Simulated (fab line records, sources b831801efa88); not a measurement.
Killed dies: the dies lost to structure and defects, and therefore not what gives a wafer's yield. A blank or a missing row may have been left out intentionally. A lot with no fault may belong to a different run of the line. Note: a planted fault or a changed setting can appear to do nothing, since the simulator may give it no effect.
Chamber matching || flow gf180mcu || GF_V4_CMP_04 on cmp-01: 4 sister chambers
The step polishes SiO2. 16 wafers are shown with their chamber, then 8 later ones without.

== EACH WAFER AND ITS CHAMBER ==
{"wafer": "L366.3", "chamber": 2, "motor_current_A (A)": 11.7, "time_to_endpoint_s (s)": 87}
{"wafer": "L366.4", "chamber": 1, "motor_current_A (A)": 11.8, "time_to_endpoint_s (s)": 86}
{"wafer": "L366.5", "chamber": 0, "motor_current_A (A)": 12.3, "time_to_endpoint_s (s)": 87}
{"wafer": "L375.2", "chamber": 2, "motor_current_A (A)": 11.9, "time_to_endpoint_s (s)": 78}
{"wafer": "L375.5", "chamber": 3, "motor_current_A (A)": 13.8, "time_to_endpoint_s (s)": 83}
{"wafer": "L375.6", "chamber": 0, "motor_current_A (A)": 12.3, "time_to_endpoint_s (s)": 77}
{"wafer": "L378.2", "chamber": 1, "motor_current_A (A)": 11.4, "time_to_endpoint_s (s)": 76}
{"wafer": "L378.4", "chamber": 0, "motor_current_A (A)": 12.0, "time_to_endpoint_s (s)": 60}
{"wafer": "L378.5", "chamber": 1, "motor_current_A (A)": 11.3, "time_to_endpoint_s (s)": 76}
{"wafer": "L382.2", "chamber": 2, "motor_current_A (A)": 11.9, "time_to_endpoint_s (s)": 83}
{"wafer": "L382.4", "chamber": 1, "motor_current_A (A)": 11.3, "time_to_endpoint_s (s)": 83}
{"wafer": "L382.6", "chamber": 0, "motor_current_A (A)": 12.2, "time_to_endpoint_s (s)": 87}
{"wafer": "L383.1", "chamber": 2, "motor_current_A (A)": 12.0, "time_to_endpoint_s (s)": 86}
{"wafer": "L383.3", "chamber": 0, "motor_current_A (A)": 11.4, "time_to_endpoint_s (s)": 82}
{"wafer": "L383.4", "chamber": 1, "motor_current_A (A)": 11.3, "time_to_endpoint_s (s)": 80}
{"wafer": "L386.1", "chamber": 3, "motor_current_A (A)": 14.3, "time_to_endpoint_s (s)": 78}

SIGNATURES, as means of the wafers listed above
{"reading": "motor_current_A", "chamber 0": 12.040, "chamber 1": 11.420, "chamber 2": 11.875, "chamber 3": 14.050, "scatter within a chamber": 0.279}
{"reading": "time_to_endpoint_s", "chamber 0": 78.60, "chamber 1": 80.20, "chamber 2": 83.50, "chamber 3": 80.50, "scatter within a chamber": 7.3}
Rule: for each reading, subtract the chamber's mean from the wafer's reading, divide by that reading's scatter and square the result; add these up over the readings and take the root, which gives the wafer's distance from the chamber. The wafer belongs to the nearest chamber; if the next one is less than 2 further off, it can't be placed. How the scatter is found: for the shown wafers, subtract from each reading the mean of its chamber, square and add these, divide the total by (wafers less chambers), then take the root.

== WAFERS WITHOUT THEIR CHAMBER ==
{"wafer": "L386.3", "motor_current_A (A)": 11.6, "time_to_endpoint_s (s)": 85}
{"wafer": "L386.6", "motor_current_A (A)": 11.6, "time_to_endpoint_s (s)": 88}
{"wafer": "L387.2", "motor_current_A (A)": 10.7, "time_to_endpoint_s (s)": 82}
{"wafer": "L387.3", "motor_current_A (A)": 11.4, "time_to_endpoint_s (s)": 81}
{"wafer": "L387.4", "motor_current_A (A)": 11.8, "time_to_endpoint_s (s)": 92}
{"wafer": "L388.1", "motor_current_A (A)": 11.9, "time_to_endpoint_s (s)": 85}
{"wafer": "L388.4", "motor_current_A (A)": 11.1, "time_to_endpoint_s (s)": 87}
{"wafer": "L388.6", "motor_current_A (A)": 13.4, "time_to_endpoint_s (s)": 83}

== CHAMBER TAKEN BY EACH ==
{"wafer": "L386.3", "from the rows above": "can't be placed: 1 or 2 or 0", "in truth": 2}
{"wafer": "L386.6", "from the rows above": "can't be placed: 2 or 1 or 0", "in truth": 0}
{"wafer": "L387.2", "from the rows above": "can't be placed: 1 or 2", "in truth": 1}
{"wafer": "L387.3", "from the rows above": "can't be placed: 1 or 2", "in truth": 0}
{"wafer": "L387.4", "from the rows above": "can't be placed: 2 or 0 or 1", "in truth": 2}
{"wafer": "L388.1", "from the rows above": "can't be placed: 2 or 0 or 1", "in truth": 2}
{"wafer": "L388.4", "from the rows above": "can't be placed: 1 or 2", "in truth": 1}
{"wafer": "L388.6", "from the rows above": 3, "in truth": 3}
1 of 8 placed correctly. Cannot be placed on the basis of these rows: 7; the candidates contain the true chamber in 6. Placed wrongly: 0.
